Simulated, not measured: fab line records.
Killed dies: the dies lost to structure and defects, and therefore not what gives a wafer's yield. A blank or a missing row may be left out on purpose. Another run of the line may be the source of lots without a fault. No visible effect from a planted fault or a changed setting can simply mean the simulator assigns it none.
fab line records / flow gf180mcu / part 2 of 2: steps 27 to 35 of 35
record: lots: 5 wafers: 15 last-day: 32
route steps=602 shown V4@495 MIM@503 M5@526
lots that met no fault: taken from a fault-free run of the same line
start-h: hours from the record's opening day to when the first of the lot's shown wafers began / wait-h: hours elapsed since this lot's preceding step / " identical to the entry in the row above / L1.1+2: a row that stands for several wafers / - no value, or no start was given / * or withheld: withheld / < > ~ a bound
route shown NAME@n: NAME is a module with steps in the file, n the number in the route of the first one / usual: mean/standard deviation taken from wafers without a fault / same: alike in all rows / chamber/n: place in a boat / sites: readings site by site / _std_site: how widely they spread, as a standard deviation / _edge_site: outer sites' mean less inner sites' / radius-mm: how far each site lies from the wafer's centre / mask NAME#n: copy n / behind: the last tool/chamber to shape the wafer / hold: what put the lot on hold/how long, in hours/how the hold closed / device: whichever transistor did not switch (one of n, p or np) / end of line: the route-end tests of the same wafers / a step given without rows: its recipe and nothing more / killed: at the first sort, the dies lost to defects and structure; wafer yield is something else / map: a wafer's dies, marking killed ones x, the rest . and places with no die _
set.NAME: the run value of the setting; set.NAME@STEP: its run value at that earlier step / model.NAME: the simulator's own value behind a step, which no gauge read
lots at selected steps of the route; one table per step, one row per wafer
services: when a tool's chamber went out of use (start-h, in hours from the record's first day, below 0 if earlier), for how many hours, and the reason
== steps ==
step: GF_MIM_DEVELOP_18
recipe: develop-time-s: 60 dev-temp-c: 23
usual: exhaust-pa: 45.1/0.82
same: develop-time-s: 60
lot.wafer=L075.1 tool=litho-track-01 chamber=0 start-h=593.40 wait-h=0.1 exhaust-pa=45.4
lot.wafer=L075.2 tool=litho-track-01 chamber=0 start-h=593.40 wait-h=0.1 exhaust-pa=44.2
lot.wafer=L075.3 tool=litho-track-01 chamber=0 start-h=593.40 wait-h=0.1 exhaust-pa=45.6
lot.wafer=L076.1 tool=litho-track-01 chamber=0 start-h=602.50 wait-h=0.1 exhaust-pa=44.6
lot.wafer=L076.5 tool=litho-track-01 chamber=0 start-h=602.50 wait-h=0.1 exhaust-pa=44.0
lot.wafer=L076.6 tool=litho-track-01 chamber=0 start-h=602.50 wait-h=0.1 exhaust-pa=44.2
lot.wafer=L078.2 tool=litho-track-04 chamber=0 start-h=619.30 wait-h=0.1 exhaust-pa=45.1
lot.wafer=L078.3 tool=litho-track-04 chamber=0 start-h=619.30 wait-h=0.1 exhaust-pa=43.7
lot.wafer=L078.6 tool=litho-track-04 chamber=0 start-h=619.30 wait-h=0.1 exhaust-pa=44.9
lot.wafer=L084.2 tool=litho-track-04 chamber=0 start-h=666.65 wait-h=0.1 exhaust-pa=45.4
lot.wafer=L084.4 tool=litho-track-04 chamber=0 start-h=666.65 wait-h=0.1 exhaust-pa=44.0
lot.wafer=L084.6 tool=litho-track-04 chamber=0 start-h=666.65 wait-h=0.1 exhaust-pa=43.6
lot.wafer=L087.3 tool=litho-track-01 chamber=0 start-h=685.35 wait-h=0.1 exhaust-pa=43.3
lot.wafer=L087.5 tool=litho-track-01 chamber=0 start-h=685.35 wait-h=0.1 exhaust-pa=44.8
lot.wafer=L087.6 tool=litho-track-01 chamber=0 start-h=685.35 wait-h=0.1 exhaust-pa=44.7
step: GF_MIM_METAL_ETCH_19
recipe: chemistry: Cl2/BCl3 mask-material: NOVOLAK stop-on: Si3N4 target-depth-nm: 324.5 pressure-mtorr: 8 icp-w: 800 bias-w: 140 Cl2_flow_sccm: 80 bcl3-flow-sccm: 40 time-s: 54.1
usual: drypump-motor-current-A: 5.8/0.44 oes-product-au: 0.940/0.0067 throttle-valve-pct: 28.285/0.011
lot.wafer=L075.1 tool=rie-metal-01 chamber=0 start-h=593.55 wait-h=0.1 drypump-motor-current-A=5.7 oes-product-au=0.945 rf-hours-counter-h=6.5 throttle-valve-pct=28.292
lot.wafer=L075.2 tool=rie-metal-01 chamber=1 start-h=593.55 wait-h=0.1 drypump-motor-current-A=5.8 oes-product-au=0.940 rf-hours-counter-h=11.5 throttle-valve-pct=28.282
lot.wafer=L075.3 tool=rie-metal-01 chamber=1 start-h=593.55 wait-h=0.1 drypump-motor-current-A=5.8 oes-product-au=0.940 rf-hours-counter-h=- throttle-valve-pct=28.283
lot.wafer=L076.1 tool=rie-metal-01 chamber=1 start-h=602.65 wait-h=0.1 drypump-motor-current-A=5.8 oes-product-au=0.938 rf-hours-counter-h=11.8 throttle-valve-pct=28.284
lot.wafer=L076.5 tool=rie-metal-01 chamber=1 start-h=602.65 wait-h=0.1 drypump-motor-current-A=5.8 oes-product-au=0.941 rf-hours-counter-h=- throttle-valve-pct=28.304
lot.wafer=L076.6 tool=rie-metal-01 chamber=0 start-h=602.65 wait-h=0.1 drypump-motor-current-A=5.7 oes-product-au=0.946 rf-hours-counter-h=- throttle-valve-pct=28.278
lot.wafer=L078.2 tool=rie-metal-03 chamber=0 start-h=619.42 wait-h=0.1 drypump-motor-current-A=6.7 oes-product-au=0.940 rf-hours-counter-h=3.3 throttle-valve-pct=28.286
lot.wafer=L078.3 tool=rie-metal-03 chamber=0 start-h=619.42 wait-h=0.1 drypump-motor-current-A=6.7 oes-product-au=0.938 rf-hours-counter-h=- throttle-valve-pct=28.274
lot.wafer=L078.6 tool=rie-metal-03 chamber=0 start-h=619.42 wait-h=0.1 drypump-motor-current-A=6.7 oes-product-au=0.938 rf-hours-counter-h=- throttle-valve-pct=28.293
lot.wafer=L084.2 tool=rie-metal-03 chamber=1 start-h=666.77 wait-h=0.1 drypump-motor-current-A=5.4 oes-product-au=0.941 rf-hours-counter-h=6.5 throttle-valve-pct=28.292
lot.wafer=L084.4 tool=rie-metal-03 chamber=0 start-h=666.77 wait-h=0.1 drypump-motor-current-A=6.7 oes-product-au=0.935 rf-hours-counter-h=- throttle-valve-pct=28.293
lot.wafer=L084.6 tool=rie-metal-03 chamber=0 start-h=666.77 wait-h=0.1 drypump-motor-current-A=6.7 oes-product-au=0.939 rf-hours-counter-h=- throttle-valve-pct=28.283
lot.wafer=L087.3 tool=rie-metal-03 chamber=1 start-h=685.47 wait-h=0.1 drypump-motor-current-A=5.4 oes-product-au=0.944 rf-hours-counter-h=- throttle-valve-pct=28.294
lot.wafer=L087.5 tool=rie-metal-03 chamber=0 start-h=685.47 wait-h=0.1 drypump-motor-current-A=6.7 oes-product-au=0.930 rf-hours-counter-h=- throttle-valve-pct=28.281
lot.wafer=L087.6 tool=rie-metal-03 chamber=1 start-h=685.47 wait-h=0.1 drypump-motor-current-A=5.4 oes-product-au=0.937 rf-hours-counter-h=- throttle-valve-pct=28.269
step: GF_MIM_STRIP_20
recipe: chemistry: O2/N2 power-w: 1400 pressure-mtorr: 1500 platen-temp-c: 250 o2-flow-sccm: 3000 n2-flow-sccm: 300 overash-fraction: 0.5
usual: drypump-motor-current-A: 5.93/0.24 heater-power-w: 346/28 oes-product-au: 0.692/0.0053 strip-time-to-endpoint-s: 11.22/0.048
lot.wafer=L075.1 tool=plasma-asher-02 chamber=0 start-h=593.62 wait-h=0.0 drypump-motor-current-A=6.13 heater-power-w=370 oes-product-au=0.688 rf-hours-counter-h=50 strip-time-to-endpoint-s=11.18
lot.wafer=L075.2 tool=plasma-asher-02 chamber=1 start-h=593.62 wait-h=0.0 drypump-motor-current-A=5.97 heater-power-w=315 oes-product-au=0.693 rf-hours-counter-h=50 strip-time-to-endpoint-s=11.20
lot.wafer=L075.3 tool=plasma-asher-02 chamber=0 start-h=593.62 wait-h=0.0 drypump-motor-current-A=6.18 heater-power-w=383 oes-product-au=0.690 rf-hours-counter-h=- strip-time-to-endpoint-s=11.21
lot.wafer=L076.1 tool=plasma-asher-02 chamber=0 start-h=602.72 wait-h=0.0 drypump-motor-current-A=6.17 heater-power-w=379 oes-product-au=0.691 rf-hours-counter-h=51 strip-time-to-endpoint-s=11.21
lot.wafer=L076.5 tool=plasma-asher-02 chamber=0 start-h=602.72 wait-h=0.0 drypump-motor-current-A=6.19 heater-power-w=384 oes-product-au=0.695 rf-hours-counter-h=- strip-time-to-endpoint-s=11.19
lot.wafer=L076.6 tool=plasma-asher-02 chamber=1 start-h=602.72 wait-h=0.0 drypump-motor-current-A=5.94 heater-power-w=306 oes-product-au=0.689 rf-hours-counter-h=- strip-time-to-endpoint-s=11.23
lot.wafer=L078.2 tool=plasma-asher-03 chamber=1 start-h=619.49 wait-h=0.0 drypump-motor-current-A=5.89 heater-power-w=331 oes-product-au=0.686 rf-hours-counter-h=87 strip-time-to-endpoint-s=11.20
lot.wafer=L078.3 tool=plasma-asher-03 chamber=1 start-h=619.49 wait-h=0.0 drypump-motor-current-A=5.88 heater-power-w=331 oes-product-au=0.689 rf-hours-counter-h=- strip-time-to-endpoint-s=11.21
lot.wafer=L078.6 tool=plasma-asher-03 chamber=1 start-h=619.49 wait-h=0.0 drypump-motor-current-A=5.83 heater-power-w=336 oes-product-au=0.690 rf-hours-counter-h=- strip-time-to-endpoint-s=11.21
lot.wafer=L084.2 tool=plasma-asher-04 chamber=1 start-h=666.84 wait-h=0.0 drypump-motor-current-A=5.81 heater-power-w=385 oes-product-au=0.699 rf-hours-counter-h=25 strip-time-to-endpoint-s=11.26
lot.wafer=L084.4 tool=plasma-asher-04 chamber=1 start-h=666.84 wait-h=0.0 drypump-motor-current-A=5.83 heater-power-w=382 oes-product-au=0.687 rf-hours-counter-h=- strip-time-to-endpoint-s=11.20
lot.wafer=L084.6 tool=plasma-asher-04 chamber=1 start-h=666.84 wait-h=0.0 drypump-motor-current-A=5.84 heater-power-w=386 oes-product-au=0.695 rf-hours-counter-h=- strip-time-to-endpoint-s=11.24
lot.wafer=L087.3 tool=plasma-asher-02 chamber=0 start-h=685.55 wait-h=0.1 drypump-motor-current-A=6.18 heater-power-w=369 oes-product-au=0.692 rf-hours-counter-h=- strip-time-to-endpoint-s=11.28
lot.wafer=L087.5 tool=plasma-asher-02 chamber=1 start-h=685.55 wait-h=0.1 drypump-motor-current-A=5.93 heater-power-w=308 oes-product-au=0.693 rf-hours-counter-h=- strip-time-to-endpoint-s=11.19
lot.wafer=L087.6 tool=plasma-asher-02 chamber=0 start-h=685.55 wait-h=0.1 drypump-motor-current-A=6.19 heater-power-w=369 oes-product-au=0.697 rf-hours-counter-h=- strip-time-to-endpoint-s=11.31
step: GF_MIM_STRIP_21
recipe: chemistry: post-etch-residue-remover time-s: 1200 temp-c: 72.5
usual: temp-c: 72.50/0.11
lot.wafer=L075.1 tool=wet-bench-02 chamber=0 start-h=593.72 wait-h=0.1 temp-c=72.72
lot.wafer=L075.2 tool=wet-bench-02 chamber=0 start-h=593.72 wait-h=0.1 temp-c=72.51
lot.wafer=L075.3 tool=wet-bench-02 chamber=0 start-h=593.72 wait-h=0.1 temp-c=72.76
lot.wafer=L076.1 tool=wet-bench-04 chamber=0 start-h=602.82 wait-h=0.1 temp-c=72.54
lot.wafer=L076.5 tool=wet-bench-04 chamber=0 start-h=602.82 wait-h=0.1 temp-c=72.40
lot.wafer=L076.6 tool=wet-bench-04 chamber=0 start-h=602.82 wait-h=0.1 temp-c=72.67
lot.wafer=L078.2 tool=wet-bench-03 chamber=1 start-h=619.59 wait-h=0.1 temp-c=72.28
lot.wafer=L078.3 tool=wet-bench-03 chamber=1 start-h=619.59 wait-h=0.1 temp-c=72.54
lot.wafer=L078.6 tool=wet-bench-03 chamber=1 start-h=619.59 wait-h=0.1 temp-c=72.53
lot.wafer=L084.2 tool=wet-bench-02 chamber=3 start-h=666.94 wait-h=0.1 temp-c=72.40
lot.wafer=L084.4 tool=wet-bench-02 chamber=3 start-h=666.94 wait-h=0.1 temp-c=72.60
lot.wafer=L084.6 tool=wet-bench-02 chamber=3 start-h=666.94 wait-h=0.1 temp-c=72.66
lot.wafer=L087.3 tool=wet-bench-03 chamber=3 start-h=685.62 wait-h=0.0 temp-c=72.61
lot.wafer=L087.5 tool=wet-bench-03 chamber=3 start-h=685.62 wait-h=0.0 temp-c=72.53
lot.wafer=L087.6 tool=wet-bench-03 chamber=3 start-h=685.62 wait-h=0.0 temp-c=72.50
step: GF_MIM_CLEAN_22
recipe: chemistry: DIW dry: n2-spin
lot.wafer=L075.1+2+3 tool=wet-bench-04 chamber=2 start-h=594.06 wait-h=0.0
lot.wafer=L076.1+5+6 tool=wet-bench-02 chamber=3 start-h=603.19 wait-h=0.0
lot.wafer=L078.2+3+6 tool=wet-bench-04 chamber=0 start-h=619.97 wait-h=0.0
lot.wafer=L084.2+4+6 tool=wet-bench-04 chamber=0 start-h=667.29 wait-h=0.0
lot.wafer=L087.3+5+6 tool=wet-bench-02 chamber=0 start-h=685.96 wait-h=0.0
step: GF_M5_DEHYDRATE_00
recipe: temp-c: 200 time-s: 60
usual: exhaust-pa: 45.0/0.86
lot.wafer=L075.1 tool=litho-track-01 chamber=0 start-h=603.85 wait-h=9.7 exhaust-pa=43.2
lot.wafer=L075.2 tool=litho-track-01 chamber=0 start-h=603.85 wait-h=9.7 exhaust-pa=44.4
lot.wafer=L075.3 tool=litho-track-01 chamber=0 start-h=603.85 wait-h=9.7 exhaust-pa=43.8
lot.wafer=L076.1 tool=litho-track-02 chamber=0 start-h=612.59 wait-h=9.3 exhaust-pa=45.6
lot.wafer=L076.5 tool=litho-track-02 chamber=0 start-h=612.59 wait-h=9.3 exhaust-pa=45.1
lot.wafer=L076.6 tool=litho-track-02 chamber=0 start-h=612.59 wait-h=9.3 exhaust-pa=45.1
lot.wafer=L078.2 tool=litho-track-01 chamber=0 start-h=628.78 wait-h=8.7 exhaust-pa=44.2
lot.wafer=L078.3 tool=litho-track-01 chamber=0 start-h=628.78 wait-h=8.7 exhaust-pa=44.0
lot.wafer=L078.6 tool=litho-track-01 chamber=0 start-h=628.78 wait-h=8.7 exhaust-pa=45.9
lot.wafer=L084.2 tool=litho-track-01 chamber=0 start-h=675.72 wait-h=8.3 exhaust-pa=45.4
lot.wafer=L084.4 tool=litho-track-01 chamber=0 start-h=675.72 wait-h=8.3 exhaust-pa=45.4
lot.wafer=L084.6 tool=litho-track-01 chamber=0 start-h=675.72 wait-h=8.3 exhaust-pa=44.9
lot.wafer=L087.3 tool=litho-track-01 chamber=0 start-h=694.25 wait-h=8.2 exhaust-pa=46.2
lot.wafer=L087.5 tool=litho-track-01 chamber=0 start-h=694.25 wait-h=8.2 exhaust-pa=45.7
lot.wafer=L087.6 tool=litho-track-01 chamber=0 start-h=694.25 wait-h=8.2 exhaust-pa=44.9
step: GF_M5_HMDS_01
recipe: prime-time-s: 60 prime-temp-c: 120
usual: exhaust-pa: 45.0/0.93
lot.wafer=L075.1 tool=litho-track-01 chamber=0 start-h=604.00 wait-h=0.1 exhaust-pa=45.3
lot.wafer=L075.2 tool=litho-track-01 chamber=0 start-h=604.00 wait-h=0.1 exhaust-pa=45.9
lot.wafer=L075.3 tool=litho-track-01 chamber=0 start-h=604.00 wait-h=0.1 exhaust-pa=46.0
lot.wafer=L076.1 tool=litho-track-02 chamber=0 start-h=612.74 wait-h=0.1 exhaust-pa=43.7
lot.wafer=L076.5 tool=litho-track-02 chamber=0 start-h=612.74 wait-h=0.1 exhaust-pa=43.5
lot.wafer=L076.6 tool=litho-track-02 chamber=0 start-h=612.74 wait-h=0.1 exhaust-pa=43.5
lot.wafer=L078.2 tool=litho-track-01 chamber=0 start-h=628.93 wait-h=0.1 exhaust-pa=45.1
lot.wafer=L078.3 tool=litho-track-01 chamber=0 start-h=628.93 wait-h=0.1 exhaust-pa=45.5
lot.wafer=L078.6 tool=litho-track-01 chamber=0 start-h=628.93 wait-h=0.1 exhaust-pa=44.5
lot.wafer=L084.2 tool=litho-track-01 chamber=0 start-h=675.87 wait-h=0.1 exhaust-pa=43.1
lot.wafer=L084.4 tool=litho-track-01 chamber=0 start-h=675.87 wait-h=0.1 exhaust-pa=43.4
lot.wafer=L084.6 tool=litho-track-01 chamber=0 start-h=675.87 wait-h=0.1 exhaust-pa=45.9
lot.wafer=L087.3 tool=litho-track-01 chamber=0 start-h=694.40 wait-h=0.1 exhaust-pa=46.5
lot.wafer=L087.5 tool=litho-track-01 chamber=0 start-h=694.40 wait-h=0.1 exhaust-pa=46.4
lot.wafer=L087.6 tool=litho-track-01 chamber=0 start-h=694.40 wait-h=0.1 exhaust-pa=45.6
step: GF_M5_COAT_02
recipe: resist: KrF spin-rpm: withheld resist-thk-nm: 1000
usual: exhaust-pa: 45.1/0.81
lot.wafer=L075.1 tool=litho-track-01 chamber=0 start-h=604.15 wait-h=0.1 exhaust-pa=45.4
lot.wafer=L075.2 tool=litho-track-01 chamber=0 start-h=604.15 wait-h=0.1 exhaust-pa=45.9
lot.wafer=L075.3 tool=litho-track-01 chamber=0 start-h=604.15 wait-h=0.1 exhaust-pa=45.3
lot.wafer=L076.1 tool=litho-track-02 chamber=0 start-h=612.89 wait-h=0.1 exhaust-pa=44.9
lot.wafer=L076.5 tool=litho-track-02 chamber=0 start-h=612.89 wait-h=0.1 exhaust-pa=45.5
lot.wafer=L076.6 tool=litho-track-02 chamber=0 start-h=612.89 wait-h=0.1 exhaust-pa=45.2
lot.wafer=L078.2 tool=litho-track-01 chamber=0 start-h=629.08 wait-h=0.1 exhaust-pa=45.8
lot.wafer=L078.3 tool=litho-track-01 chamber=0 start-h=629.08 wait-h=0.1 exhaust-pa=43.4
lot.wafer=L078.6 tool=litho-track-01 chamber=0 start-h=629.08 wait-h=0.1 exhaust-pa=45.0
lot.wafer=L084.2 tool=litho-track-01 chamber=0 start-h=676.02 wait-h=0.1 exhaust-pa=45.1
lot.wafer=L084.4 tool=litho-track-01 chamber=0 start-h=676.02 wait-h=0.1 exhaust-pa=44.6
lot.wafer=L084.6 tool=litho-track-01 chamber=0 start-h=676.02 wait-h=0.1 exhaust-pa=44.4
lot.wafer=L087.3 tool=litho-track-01 chamber=0 start-h=694.55 wait-h=0.1 exhaust-pa=46.5
lot.wafer=L087.5 tool=litho-track-01 chamber=0 start-h=694.55 wait-h=0.1 exhaust-pa=45.8
lot.wafer=L087.6 tool=litho-track-01 chamber=0 start-h=694.55 wait-h=0.1 exhaust-pa=44.3
step: GF_M5_SOFTBAKE_03
recipe: temp-c: 130 time-s: 60 resist: KrF
usual: exhaust-pa: 44.9/0.97
lot.wafer=L075.1 tool=litho-track-01 chamber=0 start-h=604.30 wait-h=0.1 exhaust-pa=43.4
lot.wafer=L075.2 tool=litho-track-01 chamber=0 start-h=604.30 wait-h=0.1 exhaust-pa=43.5
lot.wafer=L075.3 tool=litho-track-01 chamber=0 start-h=604.30 wait-h=0.1 exhaust-pa=41.5
lot.wafer=L076.1 tool=litho-track-02 chamber=0 start-h=613.04 wait-h=0.1 exhaust-pa=45.1
lot.wafer=L076.5 tool=litho-track-02 chamber=0 start-h=613.04 wait-h=0.1 exhaust-pa=44.1
lot.wafer=L076.6 tool=litho-track-02 chamber=0 start-h=613.04 wait-h=0.1 exhaust-pa=44.3
lot.wafer=L078.2 tool=litho-track-01 chamber=0 start-h=629.23 wait-h=0.1 exhaust-pa=46.4
lot.wafer=L078.3 tool=litho-track-01 chamber=0 start-h=629.23 wait-h=0.1 exhaust-pa=45.3
lot.wafer=L078.6 tool=litho-track-01 chamber=0 start-h=629.23 wait-h=0.1 exhaust-pa=46.7
lot.wafer=L084.2 tool=litho-track-01 chamber=0 start-h=676.17 wait-h=0.1 exhaust-pa=45.4
lot.wafer=L084.4 tool=litho-track-01 chamber=0 start-h=676.17 wait-h=0.1 exhaust-pa=44.7
lot.wafer=L084.6 tool=litho-track-01 chamber=0 start-h=676.17 wait-h=0.1 exhaust-pa=45.3
lot.wafer=L087.3 tool=litho-track-01 chamber=0 start-h=694.70 wait-h=0.1 exhaust-pa=46.4
lot.wafer=L087.5 tool=litho-track-01 chamber=0 start-h=694.70 wait-h=0.1 exhaust-pa=46.7
lot.wafer=L087.6 tool=litho-track-01 chamber=0 start-h=694.70 wait-h=0.1 exhaust-pa=46.1
== services ==
tool=pecvd-03 chamber=1 start-h=550.34 hours=4.6 kind=repair
tool=cmp-01 chamber=- start-h=572.00 hours=4.0 kind=pm
tool=cmp-01 chamber=- start-h=578.91 hours=6.1 kind=repair
tool=iline-stepper-02 chamber=- start-h=580.73 hours=1.7 kind=pm
tool=pecvd-02 chamber=- start-h=595.66 hours=2.8 kind=pm
tool=iline-stepper-02 chamber=- start-h=603.99 hours=2.1 kind=pm
tool=cmp-01 chamber=- start-h=604.98 hours=3.6 kind=pm
tool=cmp-02 chamber=- start-h=617.42 hours=1.7 kind=repair
tool=iline-stepper-01 chamber=- start-h=620.46 hours=11.2 kind=repair
tool=pvd-sputter-02 chamber=- start-h=623.42 hours=0.7 kind=repair
tool=wet-bench-04 chamber=- start-h=627.22 hours=0.7 kind=repair
tool=cmp-02 chamber=- start-h=629.26 hours=4.4 kind=pm
tool=cvd-w-02 chamber=- start-h=631.55 hours=2.8 kind=pm
tool=rie-metal-01 chamber=1 start-h=631.94 hours=7.4 kind=repair
tool=pecvd-02 chamber=- start-h=643.73 hours=4.3 kind=pm
tool=cmp-02 chamber=- start-h=646.84 hours=2.4 kind=repair
tool=plasma-asher-02 chamber=- start-h=648.83 hours=1.2 kind=repair
tool=cmp-02 chamber=- start-h=649.94 hours=2.2 kind=repair
tool=pvd-sputter-02 chamber=- start-h=654.66 hours=1.7 kind=repair
tool=plasma-asher-02 chamber=- start-h=658.36 hours=3.0 kind=repair
tool=rie-metal-03 chamber=- start-h=664.63 hours=1.0 kind=repair
tool=cmp-02 chamber=- start-h=669.56 hours=4.5 kind=repair
tool=plasma-asher-02 chamber=- start-h=679.94 hours=2.7 kind=repair
tool=rie-metal-03 chamber=- start-h=685.23 hours=0.1 kind=repair
